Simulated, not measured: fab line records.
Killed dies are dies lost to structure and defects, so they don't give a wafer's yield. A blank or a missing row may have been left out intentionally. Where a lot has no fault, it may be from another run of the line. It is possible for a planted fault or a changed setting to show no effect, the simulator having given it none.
Tool commonality check ; flow gf180mcu ; Sampled: 12 lots, 42 wafers

WHY IT WAS OPENED
Of 12 lots, 2 have the reading HV_LDD_CVD_56_THK flagged at GF_HV_LDD_THK_MEAS_57. No-fault wafers: 89.9 nm, standard deviation 0.93.
Rule: a lot is flagged in two cases, either no wafer of it has a number, or all its wafers with numbers fall more than 4 standard deviations from that mean. All remaining lots are regarded as sound.

lot;measured;on;HV_LDD_CVD_56_THK (nm), wafer by wafer;flag
L144;day 12 14:02;film_metro-03;91.5 91.3 91.6;
L146;day 13 09:37;film_metro-04;91.0 90.0 90.2;
L147;day 13 16:46;film_metro-04;88.3 88.9 89.1;
L150;day 14 17:32;film_metro-03;90.2 91.1 89.9;
L151;day 14 19:50;film_metro-01;88.9 88.6 89.7;
L152;day 14 23:41;film_metro-04;89.6 89.8 89.4;
L155;day 16 05:52;film_metro-01;89.6 89.5 89.6;
L158;day 17 05:01;film_metro-03;138.4 138.7 138.0 138.4 138.9 137.8;FLAGGED
L159;day 17 12:10;film_metro-01;90.1 89.9 89.6;
L160;day 17 19:54;film_metro-04;138.7 138.4 138.2 138.7 138.3 138.1;FLAGGED
L166;day 20 04:56;film_metro-01;87.9 87.5 87.6;
L167;day 20 13:55;film_metro-03;89.7 89.7 90.1;
The numbers of the flagged lots are 138.4 nm on average: +48.5 nm against the usual, or +52 standard deviations.

TOOL THAT RAN EACH LOT
The record holds 1 process step before the reading, out of a route of 602 steps. Cell contents, in order: the tool; ch with the chambers the sampled wafers went through; the start.
lot;flag;GF_HV_LDD_CVD_56
L144;;lpcvd-01 ch 1, day 12 11:52
L146;;lpcvd-01 ch 0, day 13 07:28
L147;;lpcvd-01 ch 0, day 13 15:20
L150;;lpcvd-01 ch 0, day 14 15:24
L151;;lpcvd-01 ch 1, day 14 17:41
L152;;lpcvd-02 ch 0, day 14 22:15
L155;;lpcvd-01 ch 0, day 16 04:25
L158;FLAGGED;lpcvd-02 ch 1, day 17 03:35
L159;;lpcvd-01 ch 0, day 17 10:44
L160;FLAGGED;lpcvd-02 ch 1, day 17 18:28
L166;;lpcvd-01 ch 0, day 20 03:31
L167;;lpcvd-02 ch 0, day 20 12:28
What is done by these steps:
- GF_HV_LDD_CVD_56: deposits Si3N4 from DCS/NH3, target thk 90 nm, time 1543 s.
- GF_HV_LDD_THK_MEAS_57

FLAGGED OVER TOTAL, TOOL BY TOOL (the gauges that took the reading come last)
step;tool;lots run;flagged;share of the flagged lots;sound lots run after its first flagged lot
GF_HV_LDD_CVD_56;lpcvd-01;8;0;none;-
GF_HV_LDD_CVD_56;lpcvd-02;4;2;all;1 (L167)
GF_HV_LDD_THK_MEAS_57;film_metro-01;4;0;none;-
GF_HV_LDD_THK_MEAS_57;film_metro-03;4;1;some;1 (L167)
GF_HV_LDD_THK_MEAS_57;film_metro-04;4;1;some;0

THE TABLE: WHAT IT ALLOWS
Rows of the table that ran each flagged lot: 1, that is lpcvd-02 at GF_HV_LDD_CVD_56.
- lpcvd-02 at GF_HV_LDD_CVD_56 ran 4 lots, 2 of them flagged. Lots that were sound ran on it after the first flagged one (L167); a persistent fault on the entire tool would not allow that. Its own readings (spike_tc_bottom_C, spike_tc_centre_C, spike_tc_lower_C, spike_tc_top_C, spike_tc_upper_C) fall more than 4 standard deviations out on all wafers of the flagged lots.
No row of the table ran every flagged lot and no sound lot after the first.

WHAT HAD BEEN PUT IN BY THE SIMULATOR
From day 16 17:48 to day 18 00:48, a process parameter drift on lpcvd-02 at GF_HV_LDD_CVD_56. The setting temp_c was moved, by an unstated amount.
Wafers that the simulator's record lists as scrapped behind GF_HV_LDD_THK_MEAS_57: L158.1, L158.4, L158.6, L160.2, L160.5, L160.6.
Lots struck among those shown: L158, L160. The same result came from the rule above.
